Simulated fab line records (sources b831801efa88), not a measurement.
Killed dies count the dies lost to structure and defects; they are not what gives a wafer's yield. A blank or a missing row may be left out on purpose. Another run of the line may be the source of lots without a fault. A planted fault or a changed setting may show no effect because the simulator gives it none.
fab line records	flow sky130	part 1 of 2: steps 1 to 29 of 38
[record] lots = 5	wafers = 15	last_day = 48
route steps=708 shown METAL3@558 VIA3@573
lots untouched by any fault: they come from a run of this same line in which no faults occurred
start_h: hours from the record's first day to the start of the lot's first wafer shown	wait_h: time in hours since the lot's previous step	" the same as in the row above	L1.1+2: a single row standing in for several wafers	- value missing, or start not given	* or withheld: withheld	< > ~ a bound
route shown NAME@n: NAME is a module with steps in the file, n the number in the route of the first one	usual: mean/standard deviation of fault-free wafers	same: alike in all rows	chamber/n: place in a boat	sites: each site's reading	_std_site: the standard deviation of these	_edge_site: inner sites' mean taken away from outer sites' mean	radius_mm: for every site, how far away it sits from the centre of the wafer	mask NAME#n: copy n	behind: tool/chamber where the wafer was last shaped	hold: reason for holding the lot/hours on hold/outcome of the hold	device: whichever transistor did not switch (one of n, p or np)	end of line: the route-end tests of the same wafers	a step with no rows: only its recipe	killed: the dies lost at the first sort to structure and to defects; this is not the yield of the wafer	map: shows each die of a wafer: x if killed, . if not, _ if none is there
set.NAME: the run value of the setting; set.NAME@STEP: its run value at that earlier step	model.NAME: the simulator's own value behind a step, which no gauge read
lots at some steps of the route; a table a step, a row a wafer
services: a tool's chamber out of use, with start hour (start_h, from the record's first day; less than 0 if before it), hours out, and reason
[[steps]]
[step SKY_METAL3_COAT_08]
[recipe] resist = KrF-thick	spin_rpm = 3000	resist_thk_nm = 1140
lot.wafer	tool	chamber	start_h	wait_h
L075.1+2+5	litho_track-04	0	-	-
L076.2+3+4	litho_track-02	0	-	-
L080.1+4+5	litho_track-02	0	-	-
L083.1+3+6	litho_track-02	0	-	-
L086.3+5+6	litho_track-04	0	-	-
[step SKY_METAL3_SOFTBAKE_09]
[recipe] temp_c = 100	time_s = 90	resist = KrF-thick
lot.wafer	tool	chamber	start_h	wait_h
L075.1+2+5	litho_track-04	0	-	-
L076.2+3+4	litho_track-02	0	-	-
L080.1+4+5	litho_track-02	0	-	-
L083.1+3+6	litho_track-02	0	-	-
L086.3+5+6	litho_track-04	0	-	-
[step SKY_METAL3_EXPOSE_10]
[recipe] mask_id = MM3	na = 0.68	source_shape = annular	sigma_inner = 0.4	sigma_outer = 0.8	target_cd_nm = 300	dose_mj = 28
[usual] reticle_temp_C = 22.99/0.11
[same] sigma_inner = 0.4
lot.wafer	tool	chamber	start_h	wait_h	mask	reticle_temp_C
L075.1	krf_scanner-02	0	-	-	MM3#0	22.90
L075.2	"	0	"	"	MM3#0	22.92
L075.5	"	0	"	"	MM3#0	22.98
L076.2	krf_scanner-02	0	-	-	MM3#0	22.84
L076.3	"	0	"	"	MM3#0	23.04
L076.4	"	0	"	"	MM3#0	22.95
L080.1	krf_scanner-02	0	-	-	MM3#0	22.87
L080.4	"	0	"	"	MM3#0	22.92
L080.5	"	0	"	"	MM3#0	23.04
L083.1	krf_scanner-01	0	-	-	MM3#0	22.95
L083.3	"	0	"	"	MM3#0	23.07
L083.6	"	0	"	"	MM3#0	22.93
L086.3	krf_scanner-02	0	-	-	MM3#0	22.99
L086.5	"	0	"	"	MM3#0	22.81
L086.6	"	0	"	"	MM3#0	22.80
[step SKY_METAL3_PEB_11]
[recipe] peb_temp_c = withheld	peb_time_s = withheld	resist = KrF-thick
lot.wafer	tool	chamber	start_h	wait_h
L075.1+2+5	litho_track-03	0	-	-
L076.2+3+4	litho_track-02	0	-	-
L080.1+4+5	litho_track-04	0	-	-
L083.1+3+6	litho_track-02	0	-	-
L086.3+5+6	litho_track-03	0	-	-
[step SKY_METAL3_DEVELOP_12]
[recipe] develop_time_s = 60	resist = KrF-thick	dev_temp_c = 21
lot.wafer	tool	chamber	start_h	wait_h
L075.1+2+5	litho_track-03	0	-	-
L076.2+3+4	litho_track-02	0	-	-
L080.1+4+5	litho_track-04	0	-	-
L083.1+3+6	litho_track-02	0	-	-
L086.3+5+6	litho_track-03	0	-	-
[step SKY_METAL3_CD_MEAS_13]
[recipe] target_cd_nm = 300
[usual] cd_nm = 300.1/1.3
lot.wafer	tool	chamber	start_h	wait_h	cd_nm
L075.1	cd_sem-01	-	900.37	-	299.8
L075.2	"	-	"	"	300.2
L075.5	"	-	"	"	300.2
L076.2	cd_sem-01	-	911.91	-	301.7
L076.3	"	-	"	"	301.6
L076.4	"	-	"	"	301.2
L080.1	cd_sem-02	-	950.84	-	301.0
L080.4	"	-	"	"	301.9
L080.5	"	-	"	"	300.5
L083.1	cd_sem-01	-	968.56	-	298.8
L083.3	"	-	"	"	301.4
L083.6	"	-	"	"	299.5
L086.3	cd_sem-02	-	993.60	-	298.2
L086.5	"	-	"	"	299.3
L086.6	"	-	"	"	300.5
[step SKY_METAL3_OVL_MEAS_14]
[usual] METAL3_OVL = -3/5.2
lot.wafer	tool	chamber	start_h	wait_h	METAL3_OVL[nm]
L075.1	overlay-01	-	900.49	0.1	-3
L075.2	"	-	"	"	-7
L075.5	"	-	"	"	-11
L076.2	overlay-02	-	912.02	0.1	-4
L076.3	"	-	"	"	-10
L076.4	"	-	"	"	-8
L080.1	overlay-01	-	950.96	0.1	-3
L080.4	"	-	"	"	-2
L080.5	"	-	"	"	-6
L083.1	overlay-02	-	968.68	0.1	13
L083.3	"	-	"	"	6
L083.6	"	-	"	"	5
L086.3	overlay-02	-	993.69	0.1	-7
L086.5	"	-	"	"	-6
L086.6	"	-	"	"	-1
[step SKY_METAL3_DESCUM_15]
[recipe] chemistry = O2	source_power_w = 150	bias_power_w = 0	pressure_mtorr = 10	temp_c = 40	time_s = 8
[usual] chamber_pressure_mTorr = 10.000/0.0099	drypump_motor_current_A = 5.99/0.15	oes_product_au = 0.996/0.0079
lot.wafer	tool	chamber	start_h	wait_h	chamber_pressure_mTorr	drypump_motor_current_A	oes_product_au	rf_hours_counter_h
L075.1	rie_metal-02	1	900.53	0.0	10.018	5.82	1.001	12
L075.2	"	0	"	"	9.983	5.61	1.009	1
L075.5	"	1	"	"	10.004	5.83	1.007	-
L076.2	rie_metal-04	1	912.05	0.0	10.007	6.24	0.995	11
L076.3	"	1	"	"	9.989	6.22	0.998	-
L076.4	"	0	"	"	10.001	5.95	1.001	-
L080.1	rie_metal-04	0	950.99	0.0	9.997	5.97	0.987	8
L080.4	"	1	"	"	10.004	6.20	0.999	-
L080.5	"	0	"	"	9.992	5.96	0.992	-
L083.1	rie_metal-04	1	968.71	0.0	10.017	6.22	0.995	14
L083.3	"	1	"	"	9.995	6.21	1.006	-
L083.6	"	1	"	"	9.997	6.22	1.006	-
L086.3	rie_metal-03	1	993.72	0.0	10.009	5.94	0.978	-
L086.5	"	0	"	"	9.984	6.04	0.993	-
L086.6	"	1	"	"	10.014	5.95	0.972	-
[step SKY_METAL3_ETCH_16]
[recipe] chemistry = N2/H2	target = BARC	ion_energy_ev = 200	bias_w = 100	pressure_mtorr = 30	n2_flow_sccm = 100	h2_flow_sccm = 200	icp_w = 500	stop_on = SiO2	time_s = 88.2	target_depth_a = 600
[usual] chamber_pressure_mTorr = 29.999/0.028	drypump_motor_current_A = 6.00/0.15	oes_product_au = 0.625/0.0044	throttle_valve_pct = 13.206/0.0092
lot.wafer	tool	chamber	start_h	wait_h	chamber_pressure_mTorr	drypump_motor_current_A	oes_product_au	rf_hours_counter_h	throttle_valve_pct
L075.1	rie_metal-02	1	900.56	0.0	29.975	5.85	0.627	12	13.189
L075.2	"	0	"	"	30.054	5.60	0.629	1	13.202
L075.5	"	1	"	"	29.951	5.83	0.629	-	13.217
L076.2	rie_metal-04	1	912.08	0.0	29.996	6.21	0.613	11	13.190
L076.3	"	1	"	"	30.009	6.21	0.629	-	13.219
L076.4	"	0	"	"	29.995	5.95	0.629	-	13.205
L080.1	rie_metal-04	0	951.02	0.0	29.948	6.01	0.617	8	13.215
L080.4	"	1	"	"	30.003	6.26	0.630	-	13.199
L080.5	"	0	"	"	29.986	5.98	0.627	-	13.200
L083.1	rie_metal-04	1	968.74	0.0	29.966	6.20	0.621	14	13.216
L083.3	"	1	"	"	29.979	6.20	0.623	-	13.193
L083.6	"	1	"	"	30.044	6.21	0.627	-	13.211
L086.3	rie_metal-03	1	993.78	0.0	29.969	5.98	0.628	-	13.223
L086.5	"	0	"	"	29.999	6.04	0.623	-	13.214
L086.6	"	1	"	"	29.996	5.97	0.629	-	13.200
[step SKY_METAL3_ETCH_17]
[recipe] target = SiO2	stop_on = TiN	chemistry = C4F8/O2/Ar	source_w = 1500	bias_w = 1200	pressure_mtorr = 40	c4f8_flow_sccm = withheld	O2_flow_sccm = 6	Ar_flow_sccm = 300	time_s = 3.9	target_depth_a = 150
[usual] chamber_pressure_mTorr = 40.00/0.037	oes_product_au = 0.753/0.0072
lot.wafer	tool	chamber	start_h	wait_h	chamber_pressure_mTorr	oes_product_au	rf_hours_counter_h
L075.1	rie_diel-02	2	900.66	0.1	40.03	0.756	22
L075.2	"	1	"	"	39.92	0.750	22
L075.5	"	1	"	"	39.95	0.761	-
L076.2	rie_diel-04	0	912.18	0.1	39.98	0.746	9
L076.3	"	1	"	"	39.97	0.759	20
L076.4	"	2	"	"	40.04	0.757	7
L080.1	rie_diel-04	2	951.12	0.1	40.03	0.745	9
L080.4	"	0	"	"	39.97	0.753	-
L080.5	"	2	"	"	39.97	0.760	-
L083.1	rie_diel-03	1	968.84	0.1	39.97	0.752	30
L083.3	"	0	"	"	40.01	0.752	14
L083.6	"	3	"	"	39.99	0.755	-
L086.3	rie_diel-03	0	993.84	0.0	40.02	0.747	15
L086.5	"	2	"	"	40.00	0.756	-
L086.6	"	3	"	"	39.98	0.746	-
[step SKY_METAL3_METAL_ETCH_18]
[recipe] target_depth_a = 8450	stop_on = SiO2	over_etch_frac = 0.3	time_s = 183.1	chemistry = Cl2/BCl3	resist_sidewall_deg = 88	pressure_mtorr = 10	icp_w = 900	bias_w = 48.5	Cl2_flow_sccm = 60	bcl3_flow_sccm = 30
[usual] chamber_pressure_mTorr = 10.000/0.0092	drypump_motor_current_A = 5.89/0.19	oes_product_au = 0.867/0.0057	throttle_valve_pct = 22.264/0.0086
[same] over_etch_frac = 0.3
lot.wafer	tool	chamber	start_h	wait_h	chamber_pressure_mTorr	drypump_motor_current_A	oes_product_au	rf_hours_counter_h	throttle_valve_pct
L075.1	rie_metal-04	0	900.67	0.0	10.004	5.96	0.866	6	22.255
L075.2	"	1	"	"	9.997	6.17	0.867	10	22.256
L075.5	"	0	"	"	10.021	5.96	0.872	-	22.263
L076.2	rie_metal-03	0	912.19	0.0	10.006	6.04	0.858	15	22.258
L076.3	"	0	"	"	9.999	6.03	0.865	-	22.260
L076.4	"	1	"	"	9.997	6.01	0.864	-	22.281
L080.1	rie_metal-02	1	951.14	0.0	10.002	5.84	0.869	15	22.253
L080.4	"	1	"	"	9.979	5.84	0.867	-	22.262
L080.5	"	1	"	"	10.005	5.84	0.861	-	22.270
L083.1	rie_metal-02	0	968.86	0.0	10.001	5.63	0.861	4	22.263
L083.3	"	1	"	"	9.991	5.78	0.868	-	22.267
L083.6	"	1	"	"	9.982	5.81	0.858	-	22.260
L086.3	rie_metal-04	1	993.92	0.1	10.010	6.17	0.873	-	22.261
L086.5	"	0	"	"	9.997	5.98	0.872	-	22.270
L086.6	"	1	"	"	10.008	6.19	0.874	-	22.251
[step SKY_METAL3_STRIP_19]
[recipe] chemistry = O2/N2	power_w = 1400	pressure_mtorr = 1500	platen_temp_c = withheld	o2_flow_sccm = 3000	n2_flow_sccm = 300	overash_fraction = 0.5
[usual] chamber_pressure_mTorr = 1499.8/1.2	drypump_motor_current_A = 6.1/0.47	oes_product_au = 0.504/0.0051	strip_time_to_endpoint_s = 6.58/0.061
lot.wafer	tool	chamber	start_h	wait_h	chamber_pressure_mTorr	drypump_motor_current_A	oes_product_au	rf_hours_counter_h	strip_time_to_endpoint_s
L075.1	plasma_asher-01	0	900.85	0.1	1499.3	5.4	0.497	106	6.49
L075.2	"	1	"	"	1498.6	6.6	0.504	106	6.45
L075.5	"	1	"	"	1499.7	6.6	0.503	-	6.45
L076.2	plasma_asher-03	1	912.37	0.1	1499.5	6.4	0.502	48	6.66
L076.3	"	0	"	"	1501.5	6.0	0.494	-	6.68
L076.4	"	1	"	"	1501.6	6.4	0.506	-	6.63
L080.1	plasma_asher-01	0	951.32	0.1	1499.9	5.4	0.503	111	6.53
L080.4	"	0	"	"	1497.4	5.4	0.514	-	6.61
L080.5	"	1	"	"	1499.6	6.6	0.505	-	6.59
L083.1	plasma_asher-02	1	969.04	0.1	1497.4	6.4	0.511	24	6.63
L083.3	"	0	"	"	1501.1	6.6	0.510	-	6.61
L083.6	"	0	"	"	1501.1	6.6	0.508	-	6.58
L086.3	plasma_asher-01	0	994.07	0.1	1499.8	5.4	0.501	-	6.47
L086.5	"	1	"	"	1500.0	6.6	0.508	-	6.55
L086.6	"	0	"	"	1497.7	5.4	0.505	-	6.56
[step SKY_METAL3_STRIP_20]
[recipe] chemistry = post_etch_residue_remover	time_s = 1200	temp_c = 72.5
lot.wafer	tool	chamber	start_h	wait_h
L075.1+2+5	wet_bench-03	3	900.95	0.1
L076.2+3+4	wet_bench-02	2	912.47	0.1
L080.1+4+5	wet_bench-02	1	951.42	0.1
L083.1+3+6	wet_bench-02	3	969.14	0.1
L086.3+5+6	wet_bench-04	1	994.14	0.0
[step SKY_METAL3_CLEAN_21]
[recipe] chemistry = IPA	time_s = 180	temp_c = 25
lot.wafer	tool	chamber	start_h	wait_h
L075.1+2+5	wet_bench-04	2	901.36	0.0
L076.2+3+4	wet_bench-03	2	912.81	0.0
L080.1+4+5	wet_bench-02	0	951.79	0.0
L083.1+3+6	wet_bench-02	1	969.51	0.0
L086.3+5+6	wet_bench-03	3	994.88	0.0
[step SKY_METAL3_CLEAN_22]
[recipe] chemistry = O3/DIW	dry = n2_spin
lot.wafer	tool	chamber	start_h	wait_h
L075.1+2+5	wet_bench-03	0	901.42	0.0
L076.2+3+4	wet_bench-04	3	912.88	0.0
L080.1+4+5	wet_bench-02	1	951.85	0.0
L083.1+3+6	wet_bench-03	1	969.58	0.0
L086.3+5+6	wet_bench-03	3	994.94	0.0
[step SKY_VIA3_HDPCVD_00]
[recipe] material = SiO2	target_thk_nm = 1635	sigma_open_frac = 0.3	time_s = 272.5	temp_c = 400	sih4_flow_sccm = 60	pressure_mtorr = 6
[usual] pressure_mtorr = 6.001/0.013
lot.wafer	tool	chamber	start_h	wait_h	pressure_mtorr
L075.1	hdpcvd-02	2	901.53	0.0	5.989
L075.2	"	1	"	"	5.988
L075.5	"	2	"	"	6.000
L076.2	hdpcvd-02	1	912.98	0.0	6.021
L076.3	"	0	"	"	6.007
L076.4	"	1	"	"	5.996
L080.1	hdpcvd-02	0	951.95	0.0	6.008
L080.4	"	2	"	"	5.998
L080.5	"	1	"	"	6.006
L083.1	hdpcvd-01	1	969.67	0.0	5.992
L083.3	"	0	"	"	6.015
L083.6	"	0	"	"	6.027
L086.3	hdpcvd-01	2	995.12	0.1	6.003
L086.5	"	1	"	"	6.002
L086.6	"	2	"	"	6.016
[step SKY_VIA3_THK_MEAS_01]
[recipe] reads = SiO2_of_VIA3_HDPCVD_00
[usual] VIA3_HDPCVD_THK = 1639/17
lot.wafer	tool	chamber	start_h	wait_h	VIA3_HDPCVD_THK[nm]
L075.1	film_metro-02	-	901.70	0.1	1639
L075.2	"	-	"	"	1613
L075.5	"	-	"	"	1626
L076.2	film_metro-01	-	913.15	0.1	1635
L076.3	"	-	"	"	1655
L076.4	"	-	"	"	1640
L080.1	film_metro-01	-	952.12	0.1	1632
L080.4	"	-	"	"	1626
L080.5	"	-	"	"	1649
L083.1	film_metro-02	-	969.84	0.1	1617
L083.3	"	-	"	"	1601
L083.6	"	-	"	"	1615
L086.3	film_metro-01	-	995.31	0.1	1643
L086.5	"	-	"	"	1644
L086.6	"	-	"	"	1647
[step SKY_VIA3_CMP_02]
[recipe] material = SiO2	down_force_psi = 4	platen_rpm = 60	pad_velocity_m_s = 0.94248
[usual] motor_current_A = 12.0/1.5
lot.wafer	tool	chamber	start_h	wait_h	motor_current_A
L075.2	cmp-02	2	902.09	0.4	10.9
L075.1	"	3	"	"	10.2
L075.5	"	1	"	"	14.1
L076.3	cmp-01	1	917.05	3.9	11.2
L076.4	"	3	"	"	12.8
L076.2	"	0	"	"	11.8
L080.4	cmp-02	0	952.18	0.0	11.7
L080.1	"	1	"	"	14.0
L080.5	"	1	"	"	13.9
L083.3	cmp-02	3	969.95	0.1	9.7
L083.1	"	0	"	"	11.3
L083.6	"	3	"	"	10.2
L086.3	cmp-02	0	995.35	0.0	11.4
L086.6	"	0	"	"	11.6
L086.5	"	1	"	"	13.9
[step SKY_VIA3_BOW_MEAS_03]
[recipe] mode = bow
[usual] VIA3_BOW = 79/6.8
lot.wafer	tool	chamber	start_h	wait_h	VIA3_BOW[um]
L075.1	film_metro-02	-	902.29	0.1	79
L075.2	"	-	"	"	74
L075.5	"	-	"	"	77
L076.2	film_metro-03	-	917.37	0.1	72
L076.3	"	-	"	"	76
L076.4	"	-	"	"	66
L080.1	film_metro-03	-	952.48	0.2	81
L080.4	"	-	"	"	85
L080.5	"	-	"	"	78
L083.1	film_metro-01	-	970.20	0.1	88
L083.3	"	-	"	"	76
L083.6	"	-	"	"	73
L086.3	film_metro-01	-	995.69	0.3	93
L086.5	"	-	"	"	85
L086.6	"	-	"	"	78
[step SKY_VIA3_DEHYDRATE_04]
[recipe] temp_c = 200	time_s = 60
lot.wafer	tool	chamber	start_h	wait_h
L075.1+2+5	litho_track-03	0	914.07	11.8
L076.2+3+4	litho_track-04	0	927.96	10.6
L080.1+4+5	litho_track-03	0	963.52	11.0
L083.1+3+6	litho_track-01	0	980.76	10.5
L086.3+5+6	litho_track-03	0	1006.02	10.3
[step SKY_VIA3_HMDS_05]
[recipe] prime_time_s = 60	prime_temp_c = 120
lot.wafer	tool	chamber	start_h	wait_h
L075.1+2+5	litho_track-03	0	914.22	0.1
L076.2+3+4	litho_track-04	0	928.11	0.1
L080.1+4+5	litho_track-03	0	963.67	0.1
L083.1+3+6	litho_track-01	0	980.91	0.1
L086.3+5+6	litho_track-03	0	1006.17	0.1
[step SKY_VIA3_COAT_06]
[recipe] resist = BARC	temp_c = withheld	time_s = withheld	spin_rpm = 3000	resist_thk_nm = 60
lot.wafer	tool	chamber	start_h	wait_h
L075.1+2+5	litho_track-03	0	914.37	0.1
L076.2+3+4	litho_track-04	0	928.26	0.1
L080.1+4+5	litho_track-03	0	963.82	0.1
L083.1+3+6	litho_track-01	0	981.06	0.1
L086.3+5+6	litho_track-03	0	1006.32	0.1
[step SKY_VIA3_COAT_07]
[recipe] resist = KrF-thick	spin_rpm = 3000	resist_thk_nm = 450
lot.wafer	tool	chamber	start_h	wait_h
L075.1+2+5	litho_track-03	0	-	-
L076.2+3+4	litho_track-04	0	-	-
L080.1+4+5	litho_track-03	0	-	-
L083.1+3+6	litho_track-01	0	-	-
L086.3+5+6	litho_track-03	0	-	-
[step SKY_VIA3_SOFTBAKE_08]
[recipe] temp_c = 100	time_s = 90	resist = KrF-thick
lot.wafer	tool	chamber	start_h	wait_h
L075.1+2+5	litho_track-03	0	-	-
L076.2+3+4	litho_track-04	0	-	-
L080.1+4+5	litho_track-03	0	-	-
L083.1+3+6	litho_track-01	0	-	-
L086.3+5+6	litho_track-03	0	-	-
[step SKY_VIA3_EXPOSE_09]
[recipe] mask_id = VIM3	na = 0.8	source_shape = annular	sigma_inner = 0.55	sigma_outer = 0.85	target_cd_nm = 200	dose_mj = 38
[usual] reticle_temp_C = 22.98/0.11
[same] sigma_inner = 0.55
lot.wafer	tool	chamber	start_h	wait_h	mask	reticle_temp_C
L075.1	krf_scanner-01	0	-	-	VIM3#0	23.17
L075.2	"	0	"	"	VIM3#0	23.08
L075.5	"	0	"	"	VIM3#0	23.16
L076.2	krf_scanner-02	0	-	-	VIM3#0	23.12
L076.3	"	0	"	"	VIM3#0	23.08
L076.4	"	0	"	"	VIM3#0	22.95
L080.1	krf_scanner-02	0	-	-	VIM3#0	22.95
L080.4	"	0	"	"	VIM3#0	22.80
L080.5	"	0	"	"	VIM3#0	22.96
L083.1	krf_scanner-01	0	-	-	VIM3#0	22.96
L083.3	"	0	"	"	VIM3#0	22.98
L083.6	"	0	"	"	VIM3#0	23.07
L086.3	krf_scanner-02	0	-	-	VIM3#0	22.80
L086.5	"	0	"	"	VIM3#0	23.02
L086.6	"	0	"	"	VIM3#0	22.98
[step SKY_VIA3_PEB_10]
[recipe] peb_temp_c = withheld	peb_time_s = withheld	resist = KrF-thick
lot.wafer	tool	chamber	start_h	wait_h
L075.1+2+5	litho_track-03	0	-	-
L076.2+3+4	litho_track-03	0	-	-
L080.1+4+5	litho_track-04	0	-	-
L083.1+3+6	litho_track-04	0	-	-
L086.3+5+6	litho_track-03	0	-	-
[step SKY_VIA3_DEVELOP_11]
[recipe] develop_time_s = 60	resist = KrF-thick	dev_temp_c = 21
lot.wafer	tool	chamber	start_h	wait_h
L075.1+2+5	litho_track-03	0	-	-
L076.2+3+4	litho_track-03	0	-	-
L080.1+4+5	litho_track-04	0	-	-
L083.1+3+6	litho_track-04	0	-	-
L086.3+5+6	litho_track-03	0	-	-
[step SKY_VIA3_CD_MEAS_12]
[recipe] target_cd_nm = 200
[usual] cd_nm = 199.9/1.2
lot.wafer	tool	chamber	start_h	wait_h	cd_nm
L075.1	cd_sem-01	-	926.37	-	198.7
L075.2	"	-	"	"	198.3
L075.5	"	-	"	"	199.5
L076.2	cd_sem-01	-	941.19	-	196.9
L076.3	"	-	"	"	198.3
L076.4	"	-	"	"	199.2
L080.1	cd_sem-02	-	975.99	-	199.6
L080.4	"	-	"	"	200.9
L080.5	"	-	"	"	201.3
L083.1	cd_sem-02	-	993.44	-	199.7
L083.3	"	-	"	"	201.5
L083.6	"	-	"	"	199.9
L086.3	cd_sem-02	-	1018.61	-	200.2
L086.5	"	-	"	"	199.2
L086.6	"	-	"	"	198.6
[step SKY_VIA3_OVL_MEAS_13]
[usual] VIA3_OVL = -2/6.1
lot.wafer	tool	chamber	start_h	wait_h	VIA3_OVL[nm]
L075.1	overlay-02	-	926.49	0.1	-9
L075.2	"	-	"	"	-6
L075.5	"	-	"	"	-12
L076.2	overlay-01	-	941.30	0.1	2
L076.3	"	-	"	"	-2
L076.4	"	-	"	"	3
L080.1	overlay-02	-	976.11	0.1	-6
L080.4	"	-	"	"	-1
L080.5	"	-	"	"	-9
L083.1	overlay-02	-	993.56	0.1	3
L083.3	"	-	"	"	13
L083.6	"	-	"	"	13
L086.3	overlay-02	-	1018.70	0.1	3
L086.5	"	-	"	"	2
L086.6	"	-	"	"	-10
